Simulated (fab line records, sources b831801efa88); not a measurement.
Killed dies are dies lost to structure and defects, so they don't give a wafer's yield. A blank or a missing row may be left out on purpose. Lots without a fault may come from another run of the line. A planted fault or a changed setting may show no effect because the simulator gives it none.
Which tool did it? | flow gf180mcu | 12 lots, 36 wafers sampled, at 4 steps of a route of 602

WHAT THE GAUGES READ, wafer by wafer
GF_VT_IMPLANT_OVL_MEAS_18.
lot  | measured     | on         | VT_IMPLANT_01_OVL (nm)
L340 | day 6 03:01  | overlay-02 | 0.8 1.7 -0.6
L341 | day 6 20:38  | overlay-01 | -0.4 -1.5 -0.6
L346 | day 7 21:12  | overlay-02 | - - -
L354 | day 10 02:55 | overlay-02 | -0.3 -0.9 -2.1
L355 | day 10 08:07 | overlay-01 | -1.2 -0.7 -1.9
L356 | day 10 09:38 | overlay-01 | -2.5 -4.2 -0.3
L357 | day 11 00:52 | overlay-01 | -0.4 -0.5 -0.9
L358 | day 11 08:12 | overlay-02 | 0.2 0.1 1.1
L360 | day 11 18:34 | overlay-01 | -3.4 -2.3 -2.7
L361 | day 11 22:54 | overlay-02 | -1.4 -0.3 -2.4
L362 | day 11 23:12 | overlay-02 | -0.5 -0.3 -0.7
L363 | day 12 06:06 | overlay-02 | -1.8 -1.3 -1.9

GF_VT_IMPLANT_TW_MEAS_21.
lot  | measured     | on            | VT_IMPLANT_2_TW
L340 | day 6 03:19  | film_metro-01 | 1205 1200 1210
L341 | day 6 20:55  | film_metro-04 | 1211 1202 1210
L346 | day 7 21:29  | film_metro-04 | 30 30 30
L354 | day 10 03:13 | film_metro-01 | 1207 1207 1207
L355 | day 10 08:24 | film_metro-01 | 1212 1211 1200
L356 | day 10 09:56 | film_metro-04 | 1212 1209 1214
L357 | day 11 01:10 | film_metro-04 | 1202 1202 1208
L358 | day 11 08:29 | film_metro-01 | 1204 1209 1208
L360 | day 11 18:51 | film_metro-03 | 1201 1200 1200
L361 | day 11 23:11 | film_metro-03 | 1202 1198 1206
L362 | day 11 23:29 | film_metro-04 | 1215 1214 1216
L363 | day 12 06:25 | film_metro-01 | 1206 1209 1204

GF_VT_IMPLANT_TW_MEAS_32.
lot  | measured     | on            | VT_IMPLANT_3_TW
L340 | day 6 18:23  | film_metro-04 | 268.2 268.4 267.8
L341 | day 7 12:53  | film_metro-03 | 268.7 268.4 268.8
L346 | day 8 14:31  | film_metro-04 | 1216.4 1206.0 1202.8
L354 | day 10 21:17 | film_metro-03 | 266.6 268.1 266.2
L355 | day 11 02:29 | film_metro-03 | 265.7 266.0 265.2
L356 | day 11 04:01 | film_metro-04 | 268.8 267.9 268.1
L357 | day 11 19:10 | film_metro-03 | 267.2 265.1 266.1
L358 | day 12 03:37 | film_metro-01 | 267.6 269.1 267.0
L360 | day 12 14:17 | film_metro-03 | 266.3 266.6 267.3
L361 | day 12 19:07 | film_metro-04 | 267.5 267.5 267.9
L362 | day 12 19:25 | film_metro-03 | 266.5 266.0 266.2
L363 | day 13 01:56 | film_metro-01 | 268.1 268.6 267.6

WHICH TOOL RAN EACH LOT (tool, then ch and the chambers of the sampled wafers, then the start)
lot  | GF_VT_IMPLANT_EXPOSE_15
L340 | iline_stepper-01 ch 0, day 5 20:36
L341 | iline_stepper-02 ch 0, day 6 13:40
L346 | iline_stepper-01 ch 0, day 7 13:38
L354 | iline_stepper-01 ch 0, day 9 17:51
L355 | iline_stepper-01 ch 0, day 9 23:07
L356 | iline_stepper-02 ch 0, day 10 00:49
L357 | iline_stepper-01 ch 0, day 10 15:33
L358 | iline_stepper-01 ch 0, day 10 23:50
L360 | iline_stepper-02 ch 0, day 11 08:50
L361 | iline_stepper-01 ch 0, day 11 13:25
L362 | iline_stepper-01 ch 0, day 11 14:04
L363 | iline_stepper-01 ch 0, day 11 21:22
- GF_VT_IMPLANT_EXPOSE_15: exposes mask Nwell LV AREA, target cd 860 nm.

WHAT THE TOOLS THEMSELVES READ (means of the sampled wafers that have a number; where no wafer has one, the mark that the record gives instead)
The record holds no such reading with a usual standard deviation.

THE ANSWER, worked out from the rows above alone
Rule: what is usual is taken from the lots themselves. Put in order of their means at a reading, lots are off if they are a third of the lots or fewer, leave a main group of 4 or more, and stand apart from it by a gap of 3 or more times the standard deviation of the main group's means; of several such gaps the widest counts. A main group whose means are all the same, to the digits that the tables above print for the reading, isn't used. A lot without any number at a reading at which 4 lots or more have one is off too. The other lots that the step has rows for count as sound. The gauges are gone through in route order, then the tools' own readings, and for those a lot's mean is taken as printed above. The first step at which some lot is off is used, and at that step the reading that is off furthest; a lot without a number counts as furthest.
Off: L346, at GF_VT_IMPLANT_OVL_MEAS_18 (VT_IMPLANT_01_OVL). Without a number there: L346. The main group: mean -1.0 nm, standard deviation 1.
A tool fits if, at a process step before that reading, it ran every lot that is off, and no sound lot after the first of them. The gauges at GF_VT_IMPLANT_OVL_MEAS_18 aren't tried: what is off there is off at GF_VT_IMPLANT_TW_MEAS_21 too, on other tools, and a gauge's error can't cause that. None of those tried fits.

WHAT THE SIMULATOR HAD PUT IN
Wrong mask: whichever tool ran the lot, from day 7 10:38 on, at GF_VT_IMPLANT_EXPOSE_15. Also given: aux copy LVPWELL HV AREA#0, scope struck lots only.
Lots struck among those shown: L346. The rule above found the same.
